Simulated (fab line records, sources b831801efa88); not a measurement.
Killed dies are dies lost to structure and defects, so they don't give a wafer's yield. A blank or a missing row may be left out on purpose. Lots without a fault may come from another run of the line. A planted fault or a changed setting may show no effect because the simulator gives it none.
Which tool did it? | flow sfq_line | 13 lots, 39 wafers sampled, at 4 steps of a route of 325

WHAT THE GAUGES READ, wafer by wafer
SFQ_M4_OVL_MEAS_926.
lot  | measured     | on         | M4_OVL (nm)
L159 | day 40 03:59 | overlay-02 | 4 9 9
L161 | day 40 11:11 | overlay-01 | 11 7 6
L162 | day 42 20:34 | overlay-01 | -5 -5 -2
L163 | day 43 04:59 | overlay-02 | -2 -1 0
L164 | day 43 16:55 | overlay-02 | 3 3 4
L165 | day 44 02:31 | overlay-02 | -13 -8 -3
L166 | day 45 04:55 | overlay-02 | -9 -4 3
L167 | day 46 02:31 | overlay-02 | -7 -11 -11
L168 | day 46 06:07 | overlay-01 | 0 -8 -4
L176 | day 49 15:37 | overlay-02 | -3 -12 -2
L179 | day 50 03:37 | overlay-02 | 3 3 -2
L180 | day 50 08:26 | overlay-01 | -12 -14 -9
L181 | day 50 12:02 | overlay-02 | -8 7 -9

SFQ_M6_OVL_MEAS_940.
lot  | measured     | on         | M6_OVL (nm)
L159 | day 68 12:59 | overlay-02 | 3 2 3
L161 | day 68 16:42 | overlay-02 | -2 -2 5
L162 | day 71 22:03 | overlay-01 | 0 -1 -1
L163 | day 71 23:16 | overlay-01 | 3 4 0
L164 | day 72 00:26 | overlay-01 | 9 8 3
L165 | day 72 02:50 | overlay-01 | 3 8 5
L166 | day 73 23:37 | overlay-01 | 8 6 16
L167 | day 74 14:02 | overlay-01 | 9 16 10
L168 | day 75 23:27 | overlay-02 | 4 6 8
L176 | day 77 06:58 | overlay-02 | 9 11 7
L179 | day 77 21:56 | overlay-02 | 9 8 9
L180 | day 78 02:26 | overlay-01 | 3 10 7
L181 | day 78 04:43 | overlay-02 | 9 7 7

WHICH TOOL RAN EACH LOT (tool, then ch and the chambers of the sampled wafers, then the start)
lot  | SFQ_TRILAYER_R5_ETCH_METAL_ETCH_139 | SFQ_TRILAYER_C5_BARC_OPEN_VIA_ETCH_210
L159 | rie_metal-01 ch 0,1, day 53 20:49   | rie_diel-02 ch 0,1,2, day 62 23:01
L161 | rie_metal-03 ch 0,1, day 54 02:49   | rie_diel-03 ch 1,2, day 63 01:25
L162 | rie_metal-02 ch 0,1, day 60 01:37   | rie_diel-03 ch 0,1,3, day 70 07:08
L163 | rie_metal-02 ch 0,1, day 60 11:39   | rie_diel-03 ch 0,1,2, day 70 15:32
L164 | rie_metal-01 ch 0,1, day 60 17:56   | rie_diel-03 ch 0,2, day 71 00:56
L165 | rie_metal-03 ch 0,1, day 61 13:35   | rie_diel-02 ch 0,2,3, day 71 22:26
L166 | rie_metal-03 ch 1, day 63 02:44     | rie_diel-03 ch 0,1,3, day 73 18:50
L167 | rie_metal-02 ch 0,1, day 64 00:59   | rie_diel-02 ch 0,1,3, day 74 10:26
L168 | rie_metal-03 ch 0,1, day 64 09:36   | rie_diel-02 ch 0,1,2, day 75 20:02
L176 | rie_metal-02 ch 0,1, day 72 02:06   | rie_diel-03 ch 1,2,3, day 77 03:01
L179 | rie_metal-03 ch 0,1, day 72 10:30   | rie_diel-01 ch 0,1,2, day 77 16:44
L180 | rie_metal-02 ch 0,1, day 72 15:19   | rie_diel-02 ch 1,2,3, day 77 20:46
L181 | rie_metal-03 ch 0,1, day 72 17:43   | rie_diel-01 ch 0,2,3, day 77 23:10
- SFQ_TRILAYER_R5_ETCH_METAL_ETCH_139: etches the open film in Cl2, stops on SiO2, target depth 60 nm, time 40 s.
- SFQ_TRILAYER_C5_BARC_OPEN_VIA_ETCH_210: etches BARC in O2, target depth 125 nm, time 40.57 s.

WHAT THE TOOLS THEMSELVES READ (means of the sampled wafers that have a number; where no wafer has one, the mark that the record gives instead)
SFQ_TRILAYER_R5_ETCH_METAL_ETCH_139.
lot  | tool         | bias_w (W) | drypump_motor_current_A (A) | oes_product_au (a.u.)
L159 | rie_metal-01 | 80.22      | 5.9                         | 0.992
L161 | rie_metal-03 | 79.99      | 6.5                         | 0.995
L162 | rie_metal-02 | 80.05      | 5.5                         | 0.983
L163 | rie_metal-02 | 79.85      | 5.8                         | 0.990
L164 | rie_metal-01 | 80.25      | 5.9                         | 0.992
L165 | rie_metal-03 | 79.92      | 6.3                         | 0.992
L166 | rie_metal-03 | 80.13      | 6.1                         | 0.997
L167 | rie_metal-02 | 79.99      | 5.5                         | 0.988
L168 | rie_metal-03 | 80.22      | 6.3                         | 0.988
L176 | rie_metal-02 | 80.12      | 5.8                         | 0.986
L179 | rie_metal-03 | 79.95      | 6.3                         | 0.987
L180 | rie_metal-02 | 79.95      | 5.5                         | 0.992
L181 | rie_metal-03 | 79.97      | 6.3                         | 0.988

SFQ_TRILAYER_C5_BARC_OPEN_VIA_ETCH_210.
lot  | tool        | bias_w (W) | drypump_motor_current_A (A) | oes_product_au (a.u.)
L159 | rie_diel-02 | 80.08      | 5.8                         | 0.690
L161 | rie_diel-03 | 79.85      | 5.9                         | 0.694
L162 | rie_diel-03 | 80.15      | 6.2                         | 0.699
L163 | rie_diel-03 | 80.16      | 6.0                         | 0.691
L164 | rie_diel-03 | 80.23      | 5.9                         | 0.694
L165 | rie_diel-02 | 79.78      | 5.5                         | 0.693
L166 | rie_diel-03 | 79.98      | 6.2                         | 0.691
L167 | rie_diel-02 | 80.19      | 6.0                         | 0.693
L168 | rie_diel-02 | 79.75      | 5.8                         | 0.693
L176 | rie_diel-03 | 81.17      | 6.1                         | 0.691
L179 | rie_diel-01 | 80.07      | 6.2                         | 0.694
L180 | rie_diel-02 | 79.81      | 5.7                         | 0.694
L181 | rie_diel-01 | 80.16      | 6.0                         | 0.693

THE ANSWER, worked out from the rows above alone
Rule: what is usual is taken from the lots themselves. Put in order of their means at a reading, lots are off if they are a third of the lots or fewer, leave a main group of 4 or more, and stand apart from it by a gap of 3 or more times the standard deviation of the main group's means; of several such gaps the widest counts. A main group whose means are all the same, to the digits that the tables above print for the reading, isn't used. A lot without any number at a reading at which 4 lots or more have one is off too. The other lots that the step has rows for count as sound. The gauges are gone through in route order, then the tools' own readings, and for those a lot's mean is taken as printed above. The first step at which some lot is off is used, and at that step the reading that is off furthest; a lot without a number counts as furthest.
Off: L176, at SFQ_TRILAYER_C5_BARC_OPEN_VIA_ETCH_210 (bias_w). The main group: mean 80.02 W, standard deviation 0.17.
A tool fits if, at that step or a process step before it, it ran every lot that is off, and no sound lot after the first of them. One fits: rie_diel-03 at SFQ_TRILAYER_C5_BARC_OPEN_VIA_ETCH_210. Its last sound lot is L166 (day 73 18:50), its first lot that is off L176 (day 77 03:01): a fault that began between those two fits.
The tool's own readings at SFQ_TRILAYER_C5_BARC_OPEN_VIA_ETCH_210 bear it out: on the lots that are off they differ by more than 5 times the standard deviation of the sound lots' means. bias_w reads 81.17 W there against 80.02 W on the sound lots.

WHAT THE SIMULATOR HAD PUT IN
Process parameter drift: rie_diel-03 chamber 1, from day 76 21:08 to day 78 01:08, at SFQ_TRILAYER_C5_BARC_OPEN_VIA_ETCH_210. Setting bias_w, moved by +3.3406, from 80. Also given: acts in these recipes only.
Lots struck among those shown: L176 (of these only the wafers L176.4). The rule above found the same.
